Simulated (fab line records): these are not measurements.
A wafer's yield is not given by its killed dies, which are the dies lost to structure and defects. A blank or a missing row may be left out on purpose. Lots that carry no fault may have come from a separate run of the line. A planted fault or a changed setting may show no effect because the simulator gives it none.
Chamber matching / flow gf180mcu / 3 sister chambers for GF_STI_CMP_25 on cmp-01
The step polishes, stops on Si3N4, t overpolish 33 s, target thk 524.6 nm. 6 wafers are shown with their chamber, then 7 later ones without.

WAFERS PAIRED WITH THEIR CHAMBERS
wafer=L756.1; chamber=0; time to endpoint s (s)=123; motor current A (A)=11.2
wafer=L758.3; chamber=0; time to endpoint s (s)=113; motor current A (A)=12.1
wafer=L760.3; chamber=1; time to endpoint s (s)=116; motor current A (A)=11.5
wafer=L760.6; chamber=2; time to endpoint s (s)=121; motor current A (A)=12.3
wafer=L761.3; chamber=1; time to endpoint s (s)=119; motor current A (A)=11.3
wafer=L761.4; chamber=2; time to endpoint s (s)=124; motor current A (A)=11.8

WAFERS WITH NO CHAMBER GIVEN
wafer=L761.5; time to endpoint s (s)=115; motor current A (A)=11.1
wafer=L771.1; time to endpoint s (s)=126; motor current A (A)=11.9
wafer=L771.5; time to endpoint s (s)=128; motor current A (A)=12.2
wafer=L771.6; time to endpoint s (s)=118; motor current A (A)=11.3
wafer=L772.2; time to endpoint s (s)=126; motor current A (A)=11.1
wafer=L772.3; time to endpoint s (s)=123; motor current A (A)=11.7
wafer=L772.5; time to endpoint s (s)=124; motor current A (A)=11.1

THE CHAMBER EACH PASSED THROUGH
wafer=L761.5; from the rows above=can't be placed: 1 or 0 or 2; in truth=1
wafer=L771.1; from the rows above=can't be placed: 2 or 0 or 1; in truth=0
wafer=L771.5; from the rows above=can't be placed: 2 or 0 or 1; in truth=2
wafer=L771.6; from the rows above=can't be placed: 1 or 0 or 2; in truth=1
wafer=L772.2; from the rows above=can't be placed: 1 or 0 or 2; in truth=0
wafer=L772.3; from the rows above=can't be placed: 2 or 0 or 1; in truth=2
wafer=L772.5; from the rows above=can't be placed: 1 or 0 or 2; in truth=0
Placed correctly: 0 of 7. Not placeable from these rows: 7 (in 7, the candidates include the true chamber). Number placed wrongly: 0.
How it was worked out, from the rows above alone: a wafer's distance from a chamber is the root of the sum, over the readings, of the square of ((its reading less the chamber's mean) divided by the reading's scatter). The wafer belongs to the nearest chamber; if the next one is less than 2 further off, it can't be placed. Each chamber's mean is taken over the wafers shown for it. The scatter: the root of (the sum of the squares of (reading less its chamber's mean) over the shown wafers, divided by (wafers less chambers)).
